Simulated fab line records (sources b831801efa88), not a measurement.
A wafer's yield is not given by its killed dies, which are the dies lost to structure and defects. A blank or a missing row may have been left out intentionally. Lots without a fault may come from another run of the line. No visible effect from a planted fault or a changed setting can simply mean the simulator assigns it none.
Struck lot and sound lot, side by side | flow sky130 | 15 steps out of a route of 708
Sound: these wafers, L213.2, L213.3, L213.4. Struck: wafer L222.3 (left out: L222.1, L222.6 of the same lot, which were not struck); the cause appears at the end.
Each step with rows lists, per side, the tool, then ch with its chambers, then its first start. Under that, the readings that differ: sound wafers | struck wafers | difference of the means | sigmas: that difference in standard deviations of wafers without a fault.
alike: readings whose means differ by less than 2 such deviations, and words and numbers that are the same on both sides. not compared: withheld readings, readings that some wafer has no value for, bounds like >300 that may hide the same value, and numbers for which the record gives no deviation and whose values overlap.
Wherever a step has rows on one side only, a row that says differs or no value, or a row with sigmas, the two part there. Numbers that don't overlap but have no deviation are shown without sigmas and don't part them. A reading missing from all wafers of one side parts the sides only when that side holds two or more wafers.

first, 1 step without rows for these wafers: SKY_VT_ADJUST_NCORE_DEVELOP_06 (develop time 60 s).
SKY_VT_ADJUST_NCORE_CD_MEAS_07: target cd 380 nm.
  struck on cd_sem-01, day 11 04:40; sound on cd_sem-02, day 8 13:47
  alike: cd_nm
SKY_VT_ADJUST_NCORE_OVL_MEAS_08:
  struck on overlay-01, day 11 04:47; sound on overlay-01, day 8 13:53
  alike: VT_ADJUST_NCORE_OVL
next, for these wafers, 1 step has no rows: SKY_VT_ADJUST_NCORE_IMPLANT_09.
SKY_VT_ADJUST_NCORE_STRIP_10: strips in O2/N2.
  sound on plasma_asher-04 ch 0,1, day 8 14:04; struck on plasma_asher-04 ch 0, day 11 04:59
  alike: drypump_motor_current_A, oes_product_au, strip_time_to_endpoint_s
  not compared: rf_hours_counter_h
SKY_VT_ADJUST_NCORE_TW_MEAS_11:
  struck on film_metro-04, day 11 05:05; sound on film_metro-03, day 8 14:11
  alike: VT_ADJUST_NCORE_TW
then, 6 steps without rows for these wafers: SKY_VT_ADJUST_HVTR_DEHYDRATE_00 (time 60 s); SKY_VT_ADJUST_HVTR_HMDS_01 (prime time 60 s); SKY_VT_ADJUST_HVTR_COAT_02 (resist thk 1140 nm); SKY_VT_ADJUST_HVTR_SOFTBAKE_03 (time 60 s); SKY_VT_ADJUST_HVTR_EXPOSE_04 (exposes mask HVTRM, target cd 380 nm); SKY_VT_ADJUST_HVTR_PEB_05.
SKY_VT_ADJUST_HVTR_DEVELOP_06: develop time 60 s.
  sound on litho_track-03 ch 0, day 9 10:41; struck on litho_track-02 ch 0, day 12 05:13
SKY_VT_ADJUST_HVTR_CD_MEAS_07: target cd 380 nm.
  struck on cd_sem-01, day 12 05:22; sound on cd_sem-02, day 9 10:50
  reading    | sound             | struck | difference | sigmas
  cd_nm (nm) | 380.4 379.8 382.8 | 400.8  | +19.8      | +8
SKY_VT_ADJUST_HVTR_OVL_MEAS_08:
  struck on overlay-01, day 12 05:29; sound on overlay-02, day 9 10:56
  alike: VT_ADJUST_HVTR_OVL

## WHERE THEY PART
SKY_VT_ADJUST_HVTR_CD_MEAS_07 only, going by this record. Later steps at which nothing parts them and some readings are alike: SKY_VT_ADJUST_HVTR_OVL_MEAS_08.

WHY: what had been put in by the simulator
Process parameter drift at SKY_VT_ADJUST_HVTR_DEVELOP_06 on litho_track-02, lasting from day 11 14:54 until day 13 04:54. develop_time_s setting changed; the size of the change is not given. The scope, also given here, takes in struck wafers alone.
